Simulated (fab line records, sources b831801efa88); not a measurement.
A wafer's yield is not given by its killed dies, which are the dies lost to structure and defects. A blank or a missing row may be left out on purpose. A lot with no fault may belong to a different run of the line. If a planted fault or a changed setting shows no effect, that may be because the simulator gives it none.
Chamber matching    flow sky130    rie diel-01 running SKY_VIA2_ETCH_15: 4 sister chambers
The step etches SiO2 in C4F8/O2/Ar, stops on TiN, target depth 546 nm, time 84 s. 8 wafers are shown with their chamber, then 11 later ones without.

## WAFERS, EACH WITH ITS CHAMBER
wafer   chamber  oes product au (a.u.)
L538.5  1        0.947
L555.4  1        0.933
L555.5  0        0.942
L555.6  3        0.936
L556.2  3        0.936
L556.4  0        0.944
L556.5  2        0.939
L557.2  2        0.942

## WAFERS WITHOUT THEIR CHAMBER
wafer   oes product au (a.u.)
L557.3  0.940
L557.6  0.943
L558.2  0.945
L558.3  0.947
L558.5  0.930
L559.1  0.939
L559.3  0.944
L559.5  0.939
L561.2  0.939
L561.4  0.945
L561.5  0.943

## WHICH CHAMBER EACH ONE RAN IN
wafer   from the rows above                in truth
L557.3  can't be placed: 1 or 2 or 0 or 3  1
L557.6  can't be placed: 0 or 2 or 1 or 3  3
L558.2  can't be placed: 0 or 2 or 1 or 3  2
L558.3  can't be placed: 0 or 2 or 1 or 3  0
L558.5  can't be placed: 3 or 1 or 2 or 0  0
L559.1  can't be placed: 1 or 2 or 3 or 0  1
L559.3  can't be placed: 0 or 2 or 1 or 3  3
L559.5  can't be placed: 1 or 2 or 3 or 0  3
L561.2  can't be placed: 1 or 2 or 3 or 0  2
L561.4  can't be placed: 0 or 2 or 1 or 3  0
L561.5  can't be placed: 0 or 2 or 1 or 3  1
0 of 11 placed correctly. Not placeable from these rows: 11 (in 11, the candidates include the true chamber). 0 placed wrongly.
How it was worked out, from the rows above alone: a wafer's distance from a chamber is the root of the sum, over the readings, of the square of ((its reading less the chamber's mean) divided by the reading's scatter). The wafer belongs to the nearest chamber; if the next one is less than 2 further off, it can't be placed. The mean given for a chamber averages the wafers shown for that chamber. How the scatter is found: for the shown wafers, subtract from each reading the mean of its chamber, square and add these, divide the total by (wafers less chambers), then take the root.
